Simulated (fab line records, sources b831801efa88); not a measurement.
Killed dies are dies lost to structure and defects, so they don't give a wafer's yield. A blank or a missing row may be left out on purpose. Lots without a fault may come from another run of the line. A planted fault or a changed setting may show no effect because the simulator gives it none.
A struck lot beside a sound one | flow sky130 | 15 steps out of a route of 708
Sound: wafers L618.3, L618.4, L618.5. Struck: wafers L627.3, L627.6. (L627.2 of the same lot was not struck and is left out.) The cause comes at the end.
At each step with rows: each side's tool, then ch and its chambers, then its first start. Under that, the readings that differ: sound wafers | struck wafers | difference of the means | sigmas: that difference in standard deviations of wafers without a fault.
alike: readings whose means differ by less than 2 such deviations, and words and numbers that are the same on both sides. not compared: withheld readings, readings that some wafer has no value for, bounds like >300 that may hide the same value, and numbers for which the record gives no deviation and whose values overlap.
The two part at a step that has a row with sigmas, a row that says differs or no value, or rows on one side only. Numbers that don't overlap but have no deviation are shown without sigmas and don't part them. A reading that every wafer of one side lacks parts them only if that side has two wafers or more.

first, 1 step without rows for these wafers: SKY_VIA4_DEVELOP_10 (develop time 60 s).
SKY_VIA4_OVL_MEAS_11:
  sound on overlay-02, day 44 13:01; struck on overlay-01, day 46 15:11
  alike: VIA4_OVL
SKY_VIA4_ETCH_12: etches SiO2 in C4F8/O2/Ar, stops on TiN, target depth 580 nm.
  sound on rie_diel-03 ch 0,1, day 44 13:02; struck on rie_diel-02 ch 2,3, day 46 15:13
  alike: oes_product_au
SKY_VIA4_STRIP_13: strips in O2/N2.
  sound on plasma_asher-03 ch 0,1, day 44 13:08; struck on plasma_asher-03 ch 1, day 46 15:17
  alike: drypump_motor_current_A, oes_product_au, strip_time_to_endpoint_s
  not compared: rf_hours_counter_h
then, 3 steps without rows for these wafers: SKY_VIA4_STRIP_14 (strips in post etch residue remover, time 1200 s); SKY_VIA4_CLEAN_15 (cleans in IPA, time 180 s); SKY_VIA4_CLEAN_16 (cleans in O3/DIW).
SKY_VIA4_SPUTTER_17: material TiN, target thk 20 nm, time 80 s.
  sound on pvd_sputter-01, day 44 13:42; struck on pvd_sputter-03, day 46 15:53
  alike: cathode_dc_power_W, chamber_pressure_pa, throttle_valve_pct
SKY_VIA4_CVD_18: deposits W, target thk 505 nm, time 152.14 s.
  sound on cvd_w-02 ch 1, day 44 13:52; struck on cvd_w-02 ch 0, day 46 15:56
  alike: heater_power_w
SKY_VIA4_RS_MEAS_19: measures by four-point-probe.
  sound on film_metro-02, day 44 14:07; struck on film_metro-04, day 46 16:07
  reading            | sound             | struck      | difference | sigmas
  VIA4_W_RS (ohm/sq) | 0.221 0.219 0.222 | 0.228 0.227 | +0.007     | +2
SKY_VIA4_THK_MEAS_20: measures by xrf.
  sound on film_metro-02, day 44 14:13; struck on film_metro-04, day 46 16:13
  reading         | sound       | struck  | difference | sigmas
  VIA4_W_THK (nm) | 522 527 518 | 503 504 | -19        | -3
SKY_VIA4_CMP_21: polishes, stops on SiO2, t overpolish 25 s, target thk 0 nm.
  sound on cmp-01 ch 0,1, day 44 14:15; struck on cmp-01 ch 1,2, day 46 16:16
  alike: edge_zone_pressure_frac, motor_current_A, overpolish_run_s, slurry_flow_ml_min, time_to_endpoint_s
SKY_METAL5_SPUTTER_00: material Ti, target thk 15 nm, time 10 s.
  sound on pvd_sputter-02, day 44 14:33; struck on pvd_sputter-02, day 46 16:34
  reading                                   | sound                | struck        | difference | sigmas
  cathode_dc_power_W (W)                    | 3000.0 3000.3 2999.6 | 3157.0 3156.7 | +156.9     | +99 or more
  model.Ti_of_METAL5_SPUTTER_00.thk_nm (nm) | 15.19 15.18 14.93    | 15.88 15.82   | +0.75      |
  alike: chamber_pressure_pa, throttle_valve_pct
then, 1 step without rows for these wafers: SKY_METAL5_SPUTTER_01 (material TiN, target thk 20 nm, time 16.7 s).
-- the record jumps here: 3 days lie between the struck wafers' starts before and after (it left off in module METAL5 and takes up again in module PAD_OPEN, whose first step shown is number 708 of the route) --
SKY_PAD_OPEN_PROBE_99:
  sound on prober-01, day 47 08:37; struck on prober-01, day 49 06:25
  reading         | sound | struck | difference | sigmas
  killed_at_other | 1 3 1 | 0 0    | -2         | -2
  alike: defect_limited_yield, killed_at_M0_to_M3, killed_at_M4_up, killed_at_contacts, killed_at_front_end, killed_dies, killed_open, killed_short, sort_bin_3_pad_short, sort_bin_5_function, sort_bin_6_memory, sort_n_pass, sort_yield_pct

WHERE THEY PART
First at SKY_VIA4_RS_MEAS_19; last, within this record, at SKY_PAD_OPEN_PROBE_99.

WHY: what the simulator had put in
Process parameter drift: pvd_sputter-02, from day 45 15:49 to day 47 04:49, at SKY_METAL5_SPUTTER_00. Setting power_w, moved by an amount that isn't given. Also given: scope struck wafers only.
